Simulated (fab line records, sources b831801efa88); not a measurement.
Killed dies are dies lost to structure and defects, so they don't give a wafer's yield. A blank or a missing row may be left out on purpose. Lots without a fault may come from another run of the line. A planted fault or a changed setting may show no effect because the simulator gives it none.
fab line records | flow sky130
record lots=14 wafers=42 last_day=49
route steps=708 shown METAL1@434 VIA1@479 METAL2@496
lots that met no fault: from a run of the same line without faults
start_h: hours from the record's first day to the start of the lot's first wafer shown | wait_h: hours since the lot's step before | " the same as in the row above | L1.1+2: a row that stands for several wafers | - no value, or no start given | * or withheld: withheld | < > ~ a bound
route shown NAME@n: a module of which the file shows steps, and the number in the route of the first | usual: mean/standard deviation of fault-free wafers | same: alike in all rows | chamber/n: place in a boat | sites: the reading at each site | _std_site: their standard deviation | _edge_site: outer sites' mean less inner sites' | radius_mm: how far each site lies from the wafer's centre | mask NAME#n: copy n | behind: the tool/chamber that last shaped the wafer | hold: why the lot was held/for how many hours/how that ended | device: the transistor (n, p or np) that didn't switch | end of line: the same wafers' tests at the end of the route | a step without rows: its recipe alone | killed: dies lost to structure and defects at the first sort, not the wafer's yield | map: a wafer's dies, x killed, . not, _ none there
set.NAME: the setting as run; set.NAME@STEP: as run at that earlier step | model.NAME: the simulator's own value behind a step, which no gauge read
steps of the route over a sample of lots; a table a step, a row a wafer
services: from which hour (start_h, from the record's first day; less than 0 if before it) a tool's chamber was out of use, for how many hours, and why
## steps
# step SKY_METAL1_SPUTTER_00
# recipe material=Ti target_thk_nm=15 power_w=3000 time_s=10 chamber_pressure_pa=0.4
# usual throttle_valve_pct=30.0/0.83
# columns lot.wafer tool chamber start_h wait_h throttle_valve_pct
L594.2 pvd_sputter-01 - 731.27 0.2 29.4
L594.3 " - " " 30.7
L594.5 " - " " 29.2
L596.1 pvd_sputter-03 - 754.26 0.2 29.8
L596.2 " - " " 30.7
L596.4 " - " " 29.3
L595.1 pvd_sputter-03 - 757.21 0.1 30.0
L595.5 " - " " 29.5
L595.6 " - " " 29.3
L598.1 pvd_sputter-04 - 762.43 0.2 29.7
L598.2 " - " " 30.7
L598.5 " - " " 31.3
L600.1 pvd_sputter-04 - 788.26 0.2 29.6
L600.4 " - " " 30.7
L600.6 " - " " 29.5
L601.2 pvd_sputter-03 - 795.00 0.2 29.7
L601.4 " - " " 29.6
L601.5 " - " " 29.3
L602.2 pvd_sputter-03 - 800.34 0.2 30.1
L602.5 " - " " 29.9
L602.6 " - " " 29.5
L604.1 pvd_sputter-01 - 818.78 0.1 28.9
L604.3 " - " " 28.3
L604.4 " - " " 30.9
L609.1 pvd_sputter-04 - 852.41 0.1 29.7
L609.2 " - " " 30.9
L609.3 " - " " 31.2
L610.1 pvd_sputter-03 - 862.42 0.1 30.1
L610.4 " - " " 29.2
L610.6 " - " " 29.4
L612.1 pvd_sputter-01 - 871.39 0.2 31.2
L612.3 " - " " 28.9
L612.6 " - " " 30.6
L611.1 pvd_sputter-01 - 876.62 0.2 28.7
L611.2 " - " " 31.3
L611.6 " - " " 31.3
L613.1 pvd_sputter-01 - 891.77 0.2 28.9
L613.3 " - " " 31.0
L613.6 " - " " 31.3
L615.1 pvd_sputter-04 - 892.79 0.2 29.8
L615.4 " - " " 31.3
L615.6 " - " " 31.6
# step SKY_METAL1_THK_MEAS_06
# recipe thk_meas_gauge=xrf reads=AlCu_of_METAL1_SPUTTER_02
# usual METAL1_ALCU_THK=250/3.2
# columns lot.wafer tool chamber start_h wait_h METAL1_ALCU_THK[nm]
L594.2 film_metro-04 - 731.54 0.1 254
L594.3 " - " " 254
L594.5 " - " " 253
L596.1 film_metro-04 - 754.52 0.1 250
L596.2 " - " " 249
L596.4 " - " " 245
L595.1 film_metro-01 - 757.47 0.1 249
L595.5 " - " " 253
L595.6 " - " " 251
L598.1 film_metro-02 - 762.69 0.1 247
L598.2 " - " " 246
L598.5 " - " " 248
L600.1 film_metro-01 - 788.52 0.1 246
L600.4 " - " " 242
L600.6 " - " " 248
L601.2 film_metro-02 - 795.27 0.1 249
L601.4 " - " " 245
L601.5 " - " " 247
L602.2 film_metro-04 - 800.61 0.1 250
L602.5 " - " " 249
L602.6 " - " " 254
L604.1 film_metro-01 - 819.04 0.1 251
L604.3 " - " " 250
L604.4 " - " " 249
L609.1 film_metro-04 - 852.67 0.1 250
L609.2 " - " " 248
L609.3 " - " " 250
L610.1 film_metro-02 - 862.68 0.1 250
L610.4 " - " " 250
L610.6 " - " " 247
L612.1 film_metro-04 - 871.65 0.1 246
L612.3 " - " " 250
L612.6 " - " " 247
L611.1 film_metro-01 - 876.88 0.1 252
L611.2 " - " " 250
L611.6 " - " " 250
L613.1 film_metro-02 - 892.03 0.1 248
L613.3 " - " " 247
L613.6 " - " " 246
L615.1 film_metro-01 - 893.05 0.1 244
L615.4 " - " " 243
L615.6 " - " " 245
# step SKY_VIA1_CVD_21
# recipe material=W target_thk_nm=270 time_s=80.902 temp_c=400 pressure_torr=40
# usual chamber_pressure_Torr=40.00/0.087 heater_power_w=842/76
# columns lot.wafer tool chamber start_h wait_h chamber_pressure_Torr heater_power_w
L594.2 cvd_w-02 0 787.77 0.0 40.11 787
L594.3 " 1 " " 39.98 941
L594.5 " 0 " " 40.04 762
L596.1 cvd_w-01 0 809.30 0.0 39.89 815
L596.2 " 1 " " 39.83 918
L596.4 " 1 " " 39.85 906
L595.1 cvd_w-01 1 813.05 0.0 39.93 891
L595.5 " 0 " " 39.96 815
L595.6 " 1 " " 40.01 963
L598.1 cvd_w-01 0 817.68 0.0 40.06 827
L598.2 " 1 " " 40.08 920
L598.5 " 1 " " 39.93 877
L600.1 cvd_w-02 0 843.97 0.0 39.86 782
L600.4 " 1 " " 40.07 921
L600.6 " 0 " " 40.06 780
L601.2 cvd_w-02 0 850.10 0.0 40.14 796
L601.4 " 1 " " 39.82 943
L601.5 " 0 " " 40.10 795
L602.2 cvd_w-01 1 855.93 0.0 40.06 886
L602.5 " 0 " " 39.87 849
L602.6 " 1 " " 40.10 910
L604.1 cvd_w-01 0 875.26 0.0 40.07 811
L604.3 " 1 " " 40.11 929
L604.4 " 0 " " 40.04 816
L609.1 cvd_w-01 1 906.58 0.1 40.04 924
L609.2 " 0 " " 40.12 819
L609.3 " 1 " " 39.93 914
L610.1 cvd_w-01 0 916.56 0.0 40.17 832
L610.4 " 0 " " 40.11 837
L610.6 " 0 " " 40.18 830
L612.1 cvd_w-02 1 924.39 0.0 40.07 840
L612.3 " 0 " " 39.90 694
L612.6 " 1 " " 40.08 846
L611.1 cvd_w-02 1 929.36 0.0 39.88 852
L611.2 " 0 " " 40.00 692
L611.6 " 1 " " 39.75 852
L613.1 cvd_w-01 1 943.43 0.0 40.07 899
L613.3 " 1 " " 40.10 897
L613.6 " 1 " " 40.05 919
L615.1 cvd_w-02 1 946.12 0.0 40.05 845
L615.4 " 0 " " 40.09 693
L615.6 " 1 " " 39.86 855
# step SKY_METAL2_PEB_13
# recipe peb_temp_c=withheld peb_time_s=withheld resist=KrF-thick
# usual chill_plate_temp_C=* exhaust_pa=45.1/0.91
# columns lot.wafer tool chamber start_h wait_h chill_plate_temp_C exhaust_pa
L594.2 litho_track-01 0 813 - * 44.0
L594.3 " 0 " " * 44.9
L594.5 " 0 " " * 43.7
L596.1 litho_track-04 0 835 - * 44.5
L596.2 " 0 " " * 45.4
L596.4 " 0 " " * 45.3
L595.1 litho_track-03 0 839 - * 45.7
L595.5 " 0 " " * 46.0
L595.6 " 0 " " * 44.5
L598.1 litho_track-01 0 844 - * 45.4
L598.2 " 0 " " * 45.1
L598.5 " 0 " " * 46.6
L600.1 litho_track-01 0 870 - * 45.2
L600.4 " 0 " " * 45.2
L600.6 " 0 " " * 45.6
L601.2 litho_track-01 - 876 - - -
L601.4 " - " " - -
L601.5 " - " " - -
L602.2 litho_track-03 - 881 - - -
L602.5 " - 882 - - -
L602.6 " - " " - -
L604.1 litho_track-01 0 900 - * 45.4
L604.3 " 0 901 - * 46.0
L604.4 " 0 " " * 46.1
L609.1 litho_track-01 0 931 - * 43.9
L609.2 " 0 " " * 44.0
L609.3 " 0 932 - * 44.1
L610.1 litho_track-01 0 941 - * 44.4
L610.4 " 0 " " * 45.6
L610.6 " 0 942 - * 44.9
L612.1 litho_track-04 0 949 - * 46.5
L612.3 " 0 950 - * 43.9
L612.6 " 0 " " * 44.9
L611.1 litho_track-03 0 954 - * 45.6
L611.2 " 0 " " * 44.1
L611.6 " 0 " " * 44.7
L613.1 litho_track-03 0 967 - * 44.4
L613.3 " 0 " " * 45.8
L613.6 " 0 " " * 47.1
L615.1 litho_track-03 0 970 - * 45.2
L615.4 " 0 " " * 45.7
L615.6 " 0 " " * 45.7
## services
# columns tool chamber start_h hours kind
pvd_sputter-01 - 708.76 3.0 repair
litho_track-04 - 793.79 - consumable_replace:filter
pvd_sputter-03 - 801.14 1.0 repair
cvd_w-02 0 817.14 6.5 repair
pvd_sputter-03 - 819.52 11.9 repair
pvd_sputter-04 - 835.29 12.5 repair
pvd_sputter-03 - 847.56 12.9 repair
cvd_w-02 - 872.50 6.9 pm
cvd_w-02 - 904.00 14.0 pm
cvd_w-02 0 904.00 14.0 vent_cycle
cvd_w-02 1 904.00 14.0 vent_cycle
cvd_w-02 0 918.00 - clean
cvd_w-02 1 918.00 - clean
cvd_w-01 - 922.62 0.5 repair
litho_track-01 - 936.88 - consumable_replace:filter
pvd_sputter-01 - 959.15 2.2 repair
cvd_w-01 0 965.13 67.8 repair
## key
first_sign step=SKY_METAL2_PEB_13 reading=tool_record direction=missing
effect none on later readings
met_at SKY_METAL2_PEB_13
struck_lots L601,L602
later_rows_left_out L601.2,L601.4,L601.5,L602.2,L602.5,L602.6
sort_left_out L601.2,L601.4,L601.5,L602.2,L602.5,L602.6
not_acting_at SKY_METAL1_SPUTTER_00,SKY_METAL1_THK_MEAS_06,SKY_VIA1_CVD_21
onset_between 870 876
fault kind=skipped_step_whole tool=litho_track-01,litho_track-03 chamber=- onset_h=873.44 steps=SKY_METAL2_PEB_13 scope=struck_lots_only
# sort_left_out: the simulated sort isn't trusted on such a fault, so these wafers' sort isn't shown, and their yield isn't known
# later_rows_left_out: the simulator's readings of these wafers behind a module that went badly wrong aren't trusted and aren't shown, but for the sort
